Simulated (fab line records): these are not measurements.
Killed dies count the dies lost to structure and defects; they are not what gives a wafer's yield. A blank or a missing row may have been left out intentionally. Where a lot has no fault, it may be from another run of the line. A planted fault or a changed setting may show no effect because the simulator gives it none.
fab line records	flow sky130
[record] lots = 12	wafers = 36	last_day = 50
route steps=708 shown POLY_GATE@213 RES_PROTECT@214 LI_CONTACT@365 CONTACT@406 METAL2@484
lots that met no fault: from a run of the same line without faults
start_h: start of the lot's first displayed wafer, in hours after the record's first day	wait_h: hours since the lot's step before	" the same as in the row above	L1.1+2: several wafers, shown together as one row	- no value, or no start was given	* or withheld: withheld	< > ~ a bound
route shown NAME@n: a module of which the file shows steps, and the number in the route of the first	usual: mean/standard deviation of fault-free wafers	same: alike in all rows	chamber/n: place in a boat	sites: the reading at each site	_std_site: standard deviation across them	_edge_site: outer sites' mean less inner sites'	radius_mm: for every site, how far away it sits from the centre of the wafer	mask NAME#n: copy n	behind: the most recent tool/chamber to have shaped the wafer	hold: what put the lot on hold/how long, in hours/how the hold closed	device: which transistor (n, p or np) failed to switch	end of line: the same wafers' tests at the end of the route	a step with no rows: only its recipe	killed: the dies lost at the first sort to structure and to defects; this is not the yield of the wafer	map: per-die view of a wafer (x killed, . not killed, _ where there is no die)
set.NAME: setting as actually run; set.NAME@STEP: the setting as run at that earlier step	model.NAME: the simulator's own value behind a step, which no gauge read
route steps across a sampled set of lots; one table per step, one row per wafer
services: the hour from which a tool's chamber was out of use, counted from the record's first day as start_h (under 0 if before that day), plus the number of hours and why
[[steps]]
[step SKY_POLY_GATE_IMPLANT_02]
[recipe] species = P	energy_kev = 30	dose_cm2 = 7.7e+15	tilt_deg = 0
[usual] end_station_pressure_torr = 1.11e-05/9.3e-07
lot.wafer	tool	chamber	start_h	wait_h	end_station_pressure_torr
L621.1	implanter-02	0	380.80	0.1	9.6e-06
L621.2	"	0	"	"	1.05e-05
L621.6	"	0	"	"	1.1e-05
L622.2	implanter-02	0	385.03	0.1	9.6e-06
L622.3	"	0	"	"	1.1e-05
L622.4	"	0	"	"	1.12e-05
L623.1	implanter-02	0	386.32	0.2	1.07e-05
L623.3	"	0	"	"	1.02e-05
L623.6	"	0	"	"	1.12e-05
L624.2	implanter-02	0	401.06	0.1	9.9e-06
L624.5	"	0	"	"	1.16e-05
L624.6	"	0	"	"	1.03e-05
L625.1	implanter-02	0	405.13	0.1	1.05e-05
L625.4	"	0	"	"	1.04e-05
L625.6	"	0	"	"	1.04e-05
L633.3	implanter-02	0	473.13	0.1	4.71e-05
L633.4	"	0	"	"	4.68e-05
L633.6	"	0	"	"	4.69e-05
L635.1	implanter-02	0	487.98	0.1	4.7e-05
L635.3	"	0	"	"	4.3e-05
L635.6	"	0	"	"	4.83e-05
L636.1	implanter-03	0	497.54	0.1	1.3e-05
L636.5	"	0	"	"	1.27e-05
L636.6	"	0	"	"	1.25e-05
L637.2	implanter-01	0	506.60	0.1	1.02e-05
L637.3	"	0	"	"	1.02e-05
L637.6	"	0	"	"	1.08e-05
L639.2	implanter-03	0	531.70	0.1	1.26e-05
L639.4	"	0	"	"	1.27e-05
L639.5	"	0	"	"	1.21e-05
L640.3	implanter-01	0	532.93	0.1	1.11e-05
L640.4	"	0	"	"	9.5e-06
L640.5	"	0	"	"	1.05e-05
L641.1	implanter-03	0	539.10	0.1	1.23e-05
L641.3	"	0	"	"	1.14e-05
L641.5	"	0	"	"	1.21e-05
[step SKY_RES_PROTECT_STRIP_07]
[recipe] chemistry = O2/N2	power_w = 1400	pressure_mtorr = 1500	platen_temp_c = withheld	o2_flow_sccm = 3000	n2_flow_sccm = 300	overash_fraction = 0.5
[usual] drypump_motor_current_A = 5.5/0.48	oes_product_au = 0.517/0.0051	strip_time_to_endpoint_s = 23.29/0.051
lot.wafer	tool	chamber	start_h	wait_h	drypump_motor_current_A	oes_product_au	rf_hours_counter_h	strip_time_to_endpoint_s
L621.1	plasma_asher-03	0	380.95	0.1	4.9	0.517	26	23.24
L621.2	"	1	"	"	6.3	0.514	26	23.20
L621.6	"	1	"	"	6.3	0.508	-	23.25
L622.2	plasma_asher-04	0	385.15	0.1	5.8	0.520	55	23.28
L622.3	"	1	"	"	6.0	0.517	-	23.27
L622.4	"	0	"	"	5.8	0.527	-	23.29
L623.1	plasma_asher-04	0	386.47	0.1	5.8	0.514	56	23.28
L623.3	"	1	"	"	6.0	0.508	-	23.25
L623.6	"	1	"	"	6.0	0.511	-	23.27
L624.2	plasma_asher-04	1	401.19	0.1	6.0	0.523	57	23.32
L624.5	"	0	"	"	5.8	0.520	-	23.30
L624.6	"	1	"	"	6.0	0.517	-	23.24
L625.1	plasma_asher-02	0	405.28	0.1	4.9	0.525	71	23.19
L625.4	"	0	"	"	4.9	0.519	-	23.29
L625.6	"	0	"	"	5.0	0.514	-	23.31
L633.3	plasma_asher-02	0	473.26	0.1	5.0	0.513	-	23.86
L633.4	"	1	"	"	5.4	0.508	-	23.86
L633.6	"	0	"	"	4.9	0.506	-	23.84
L635.1	plasma_asher-02	1	488.13	0.1	5.4	0.509	6	23.72
L635.3	"	0	"	"	4.9	0.511	-	23.69
L635.6	"	0	"	"	4.9	0.505	-	23.71
L636.1	plasma_asher-04	0	497.69	0.1	5.7	0.524	67	23.36
L636.5	"	1	"	"	6.0	0.510	-	23.36
L636.6	"	0	"	"	5.7	0.523	-	23.38
L637.2	plasma_asher-04	1	506.73	0.1	6.0	0.520	68	23.27
L637.3	"	1	"	"	5.9	0.504	-	23.29
L637.6	"	0	"	"	5.8	0.517	-	23.30
L639.2	plasma_asher-02	0	531.83	0.1	4.9	0.526	10	23.28
L639.4	"	0	"	"	4.9	0.516	-	23.28
L639.5	"	0	"	"	4.9	0.518	-	23.24
L640.3	plasma_asher-02	0	533.06	0.1	4.9	0.514	-	23.20
L640.4	"	1	"	"	5.4	0.509	-	23.28
L640.5	"	1	"	"	5.4	0.517	-	23.23
L641.1	plasma_asher-03	1	539.25	0.1	6.3	0.517	42	23.37
L641.3	"	1	"	"	6.3	0.521	-	23.40
L641.5	"	1	"	"	6.3	0.519	-	23.34
[step SKY_LI_CONTACT_BOW_MEAS_03]
[recipe] mode = bow
[usual] LI_CONTACT_BOW = 56/6.5
lot.wafer	tool	chamber	start_h	wait_h	LI_CONTACT_BOW[um]
L621.1	film_metro-03	-	688.66	0.1	54
L621.2	"	-	"	"	50
L621.6	"	-	"	"	59
L622.2	film_metro-03	-	694.61	0.2	53
L622.3	"	-	"	"	50
L622.4	"	-	"	"	55
L623.1	film_metro-01	-	696.44	0.2	59
L623.3	"	-	"	"	53
L623.6	"	-	"	"	61
L624.2	film_metro-02	-	707.36	0.2	54
L624.5	"	-	"	"	64
L624.6	"	-	"	"	52
L625.1	film_metro-02	-	712.11	0.2	59
L625.4	"	-	"	"	67
L625.6	"	-	"	"	59
L633.3	film_metro-01	-	771.04	0.2	55
L633.4	"	-	"	"	48
L633.6	"	-	"	"	54
L635.1	film_metro-02	-	782.69	0.1	63
L635.3	"	-	"	"	53
L635.6	"	-	"	"	59
L636.1	film_metro-03	-	790.25	0.2	52
L636.5	"	-	"	"	46
L636.6	"	-	"	"	46
L637.2	film_metro-03	-	802.08	0.3	47
L637.3	"	-	"	"	49
L637.6	"	-	"	"	58
L639.2	film_metro-03	-	819.95	0.1	67
L639.4	"	-	"	"	56
L639.5	"	-	"	"	58
L640.3	film_metro-03	-	824.54	0.1	64
L640.4	"	-	"	"	57
L640.5	"	-	"	"	55
L641.1	film_metro-01	-	827.54	0.1	60
L641.3	"	-	"	"	50
L641.5	"	-	"	"	60
[step SKY_CONTACT_CVD_00]
[recipe] material = Si3N4	target_thk_nm = 75	temp_c = 400	time_s = withheld	rf_w = 450
[usual] heater_power_w = 757/90
lot.wafer	tool	chamber	start_h	wait_h	heater_power_w
L621.1	pecvd-04	1	746.77	0.0	527
L621.2	"	2	"	"	734
L621.6	"	2	"	"	722
L622.2	pecvd-02	1	751.03	0.0	804
L622.3	"	0	"	"	758
L622.4	"	1	"	"	816
L623.1	pecvd-04	1	753.77	0.0	547
L623.3	"	0	"	"	788
L623.6	"	1	"	"	561
L624.2	pecvd-02	2	764.15	0.0	654
L624.5	"	0	"	"	786
L624.6	"	2	"	"	676
L625.1	pecvd-03	1	769.70	0.0	895
L625.4	"	2	"	"	829
L625.6	"	1	"	"	907
L633.3	pecvd-02	1	826.32	0.0	681
L633.4	"	2	"	"	623
L633.6	"	0	"	"	705
L635.1	pecvd-03	1	837.45	0.0	874
L635.3	"	0	"	"	991
L635.6	"	0	"	"	967
L636.1	pecvd-02	1	845.70	0.0	744
L636.5	"	1	"	"	769
L636.6	"	0	"	"	649
L637.2	pecvd-02	2	858.12	0.0	754
L637.3	"	0	"	"	696
L637.6	"	0	"	"	705
L639.2	pecvd-02	0	876.42	0.0	765
L639.4	"	2	"	"	718
L639.5	"	1	"	"	794
L640.3	pecvd-04	1	879.95	0.0	664
L640.4	"	2	"	"	661
L640.5	"	0	"	"	705
L641.1	pecvd-02	2	883.10	0.0	777
L641.3	"	1	"	"	759
L641.5	"	2	"	"	777
[step SKY_METAL2_SPUTTER_01]
[recipe] material = TiN	target_thk_nm = 20	power_w = 6500	time_s = 16.7	chamber_pressure_pa = 0.4
[usual] throttle_valve_pct = 30.4/1.1
lot.wafer	tool	chamber	start_h	wait_h	throttle_valve_pct
L621.1	pvd_sputter-02	-	832.21	0.0	29.2
L621.2	"	-	"	"	31.3
L621.6	"	-	"	"	31.6
L622.2	pvd_sputter-02	-	835.99	0.0	31.0
L622.3	"	-	"	"	31.6
L622.4	"	-	"	"	31.8
L623.1	pvd_sputter-03	-	838.86	0.0	30.7
L623.3	"	-	"	"	29.9
L623.6	"	-	"	"	28.5
L624.2	pvd_sputter-03	-	849.55	0.0	30.6
L624.5	"	-	"	"	28.6
L624.6	"	-	"	"	30.4
L625.1	pvd_sputter-02	-	853.46	0.0	31.5
L625.4	"	-	"	"	29.1
L625.6	"	-	"	"	31.5
L633.3	pvd_sputter-03	-	910.76	0.0	30.5
L633.4	"	-	"	"	30.3
L633.6	"	-	"	"	30.2
L635.1	pvd_sputter-03	-	920.58	0.0	30.4
L635.3	"	-	"	"	30.9
L635.6	"	-	"	"	30.5
L636.1	pvd_sputter-01	-	927.86	0.0	31.1
L636.5	"	-	"	"	30.8
L636.6	"	-	"	"	30.6
L637.2	pvd_sputter-02	-	939.40	0.0	31.9
L637.3	"	-	"	"	31.9
L637.6	"	-	"	"	31.2
L639.2	pvd_sputter-03	-	957.38	0.0	30.3
L639.4	"	-	"	"	30.6
L639.5	"	-	"	"	28.3
L640.3	pvd_sputter-01	-	959.05	0.0	30.4
L640.4	"	-	"	"	31.0
L640.5	"	-	"	"	30.7
L641.1	pvd_sputter-03	-	962.85	0.0	30.6
L641.3	"	-	"	"	30.6
L641.5	"	-	"	"	29.9
[[services]]
tool	chamber	start_h	hours	kind
implanter-02	-	371.21	1.2	repair
implanter-02	-	390.00	4.8	repair
pecvd-02	2	392.04	11.2	repair
implanter-02	-	422.42	3.4	repair
pecvd-02	-	475.41	0.7	repair
pvd_sputter-03	-	494.22	1.5	repair
pecvd-02	-	495.89	5.5	pm
pecvd-02	0	536.97	6.1	repair
implanter-02	-	538.73	4.0	pm
pecvd-02	-	591.11	6.0	pm
pvd_sputter-03	-	601.23	1.0	repair
implanter-02	-	606.63	3.0	pm
implanter-02	-	628.73	2.1	repair
implanter-02	-	674.84	3.0	repair
pvd_sputter-03	-	686.24	1.0	repair
pvd_sputter-03	-	736.96	16.1	repair
implanter-02	-	762.55	5.2	pm
pecvd-02	2	808.27	16.9	repair
pecvd-02	-	812.34	12.7	repair
implanter-02	-	875.65	2.6	repair
pecvd-02	0	889.30	9.8	repair
pvd_sputter-03	-	904.73	0.5	repair
pecvd-02	1	913.91	20.7	repair
implanter-02	-	960.79	1.1	repair
[[key]]
[first_sign] step = SKY_POLY_GATE_IMPLANT_02	reading = end_station_pressure_torr	direction = up	sigmas = 38	usual = 1.11e-05	struck = 4.65e-05
[effect] step = SKY_RES_PROTECT_STRIP_07	reading = strip_time_to_endpoint_s	direction = up	sigmas = 9.8	usual = *	struck = *
met_at SKY_POLY_GATE_IMPLANT_02
struck_lots L633,L635
tester_left_out L633,L635
not_acting_at SKY_LI_CONTACT_BOW_MEAS_03,SKY_CONTACT_CVD_00,SKY_METAL2_SPUTTER_01
onset_between 405.13 473.13
[fault] kind = process_parameter_drift	tool = implanter-02	chamber = -	onset_h = 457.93	steps = SKY_POLY_GATE_IMPLANT_02	channel = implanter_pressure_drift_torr	offset = 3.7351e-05	shape = step	end_h = 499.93
[fault] kind = process_parameter_drift	tool = implanter-02	chamber = -	onset_h = 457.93	steps = SKY_POLY_GATE_IMPLANT_02	channel = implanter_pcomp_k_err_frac	offset = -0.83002	shape = step	end_h = 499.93
// tester_left_out: of these lots the tester's yield and bins aren't shown, on N5 and GAA mostly nor the transistor test; their killed dies are dies lost to structure and defects alone, not to doping, threshold or leakage, so they don't give the yield
